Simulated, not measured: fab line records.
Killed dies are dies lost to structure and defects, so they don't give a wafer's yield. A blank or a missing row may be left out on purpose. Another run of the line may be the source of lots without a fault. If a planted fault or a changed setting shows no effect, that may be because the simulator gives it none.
The tool behind it: which one? / flow gf180mcu / Sampling: 6 lots, 18 wafers, 2 of 602 route steps

== WHAT THE GAUGES READ, wafer by wafer ==
GF_HV_LDD_TW_MEAS_38.
lot=L679; measured=day 12 07:17; on=filmMetro-01; HV_LDD_3_TW=1424 1418 1416
lot=L682; measured=day 13 08:26; on=filmMetro-01; HV_LDD_3_TW=1414 1424 1426
lot=L684; measured=day 14 02:17; on=filmMetro-03; HV_LDD_3_TW=1451 1437 1445
lot=L695; measured=day 17 11:41; on=filmMetro-03; HV_LDD_3_TW=1553 1548 1552
lot=L697; measured=day 18 04:58; on=filmMetro-03; HV_LDD_3_TW=1435 1442 1442
lot=L699; measured=day 18 21:56; on=filmMetro-03; HV_LDD_3_TW=1437 1434 1436

== TOOL THAT RAN EACH LOT (tool first, then ch and the chambers of the sampled wafers, then the start) ==
lot=L679; GF_HV_LDD_IMPLANT_34=implanter-01 ch 0, day 12 06:45
lot=L682; GF_HV_LDD_IMPLANT_34=implanter-01 ch 0, day 13 07:55
lot=L684; GF_HV_LDD_IMPLANT_34=implanter-01 ch 0, day 14 01:45
lot=L695; GF_HV_LDD_IMPLANT_34=implanter-01 ch 0, day 17 10:45
lot=L697; GF_HV_LDD_IMPLANT_34=implanter-01 ch 0, day 18 04:25
lot=L699; GF_HV_LDD_IMPLANT_34=implanter-04 ch 0, day 18 21:23
- GF_HV_LDD_IMPLANT_34

== THE ANSWER, worked out from the rows above alone ==
Rule: the usual values come from the lots themselves. The widest of any qualifying gaps counts: lots, ordered by their means at a reading, are off when they make up no more than a third of the lots, leave a main group of 4 or more, and stand apart from it by 3 or more times the standard deviation of that group's means. The tables above print the reading to a certain number of digits; a main group whose means all agree to those digits is not used. Also off: a lot with no number at a reading for which 4 or more lots have one. The other lots that the step has rows for count as sound.
Off: L695, seen at GF_HV_LDD_TW_MEAS_38 (HV_LDD_3_TW). The main group: mean 1432, standard deviation 10.
A tool fits if, at a process step before that reading, it ran every lot that is off, and no sound lot after the first of them. Those tools and the gauges at GF_HV_LDD_TW_MEAS_38 are tried in the same way. Not one of the candidates tried fits.

== WHAT THE SIMULATOR HAD PUT IN ==
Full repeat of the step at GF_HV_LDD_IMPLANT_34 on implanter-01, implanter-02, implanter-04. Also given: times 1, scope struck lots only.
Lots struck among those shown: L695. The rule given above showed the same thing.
